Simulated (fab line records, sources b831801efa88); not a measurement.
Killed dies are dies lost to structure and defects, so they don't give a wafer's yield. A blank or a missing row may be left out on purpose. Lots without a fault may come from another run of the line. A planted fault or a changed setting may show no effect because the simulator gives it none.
Which tool did it? | flow sfq_line | 15 lots, 41 wafers sampled, at 2 steps of a route of 325

WHAT THE GAUGES READ, wafer by wafer
SFQ_I6_BOW_MEAS_941. Usual: I6_BOW 7 um, standard deviation 11.
lot  | measured     | on            | I6_BOW (um) | flag
L426 | day 72 12:57 | film_metro-02 | -7 -4 -3    |
L427 | day 74 21:38 | film_metro-02 | 5 2 -3      |
L428 | day 75 00:05 | film_metro-01 | 3 7 17      |
L429 | day 75 07:22 | film_metro-02 | -3 4 -3     |
L430 | day 75 10:23 | film_metro-04 | 14 22 25    |
L431 | day 75 13:22 | film_metro-01 | 15 30 29    |
L433 | day 75 18:32 | film_metro-04 | 7 -3 5      |
L437 | day 78 08:58 | film_metro-01 | 19 17 - -   |
L438 | day 78 11:59 | film_metro-04 | 7 1 - -     |
L439 | day 78 14:56 | film_metro-02 | 11 -3 - -   |
L440 | day 78 17:56 | film_metro-04 | 25 25       |
L444 | day 79 04:49 | film_metro-01 | 11 22 13    |
L446 | day 83 00:05 | film_metro-01 | 11 3 13     |
L447 | day 83 03:17 | film_metro-01 | 3 -1 -5     |
L448 | day 83 07:22 | film_metro-04 | -10 -19 -14 |

WHICH TOOL RAN EACH LOT (tool, then ch and the chambers of the sampled wafers, then the start)
lot  | SFQ_TRILAYER_I6_CMP_CMP_166
L426 | cmp-01 ch 1,2,3, day 72 11:27
L427 | cmp-02 ch 0,2,3, day 74 18:38
L428 | cmp-01 ch 0,1,2, day 74 21:02
L429 | cmp-02 ch 1,2,3, day 75 04:22
L430 | cmp-02 ch 0,1,3, day 75 07:52
L431 | cmp-02 ch 0,2,3, day 75 10:22
L433 | cmp-01 ch 0,2,3, day 75 16:01
L437 | cmp-02 ch 0,2, day 78 05:56
L438 | cmp-02 ch 1,2, day 78 10:26
L439 | cmp-02 ch 0,3, day 78 11:56
L440 | cmp-02 ch 1,3, day 78 16:26
L444 | cmp-01 ch 1,2,3, day 79 02:49
L446 | cmp-02 ch 1,3, day 82 21:04
L447 | cmp-02 ch 0,2, day 83 00:16
L448 | cmp-02 ch 0,2,3, day 83 04:22
- SFQ_TRILAYER_I6_CMP_CMP_166: polishes SiO2.

WHAT THE TOOLS THEMSELVES READ (means of the sampled wafers that have a number; where no wafer has one, the mark that the record gives instead)
SFQ_TRILAYER_I6_CMP_CMP_166. Usual: motor_current_A 10.1 A, standard deviation 0.72; platen_rpm 60.00 rpm, standard deviation 0.043; time_to_endpoint_s 201 s, standard deviation 9.4.
lot  | tool   | motor_current_A (A) | platen_rpm (rpm) | time_to_endpoint_s (s) | flag
L426 | cmp-01 | 9.9                 | 59.98            | 214                    |
L427 | cmp-02 | 10.4                | 60.03            | 194                    |
L428 | cmp-01 | 10.3                | 60.01            | 208                    |
L429 | cmp-02 | 9.5                 | 60.00            | 200                    |
L430 | cmp-02 | 10.3                | 59.99            | 194                    |
L431 | cmp-02 | 10.3                | 59.99            | 209                    |
L433 | cmp-01 | 10.7                | 60.05            | 210                    |
L437 | cmp-02 | 9.9                 | 60.05            | 182                    |
L438 | cmp-02 | 9.1                 | 60.01            | 188                    |
L439 | cmp-02 | 10.8                | 60.00            | 185                    |
L440 | cmp-02 | 10.1                | 59.98            | 191                    |
L444 | cmp-01 | 10.0                | 60.00            | 200                    |
L446 | cmp-02 | 9.9                 | 60.03            | 194                    |
L447 | cmp-02 | 10.6                | 60.02            | 197                    |
L448 | cmp-02 | 10.0                | 60.03            | 199                    |

THE ANSWER, worked out from the rows above alone
Rule: a lot is off if the mean of its wafers that have a number lies more than 3 standard deviations from the usual mean. A lot without any number at a reading at which 4 lots or more have one is off too. The other lots that the step has rows for count as sound. The gauges are gone through in route order, then the tools' own readings, and for those a lot's mean is taken as printed above. The first step at which some lot is off is used, and at that step the reading that is off furthest; a lot without a number counts as furthest.
No lot is off at any reading shown: from this, nothing can be told.

WHAT THE SIMULATOR HAD PUT IN
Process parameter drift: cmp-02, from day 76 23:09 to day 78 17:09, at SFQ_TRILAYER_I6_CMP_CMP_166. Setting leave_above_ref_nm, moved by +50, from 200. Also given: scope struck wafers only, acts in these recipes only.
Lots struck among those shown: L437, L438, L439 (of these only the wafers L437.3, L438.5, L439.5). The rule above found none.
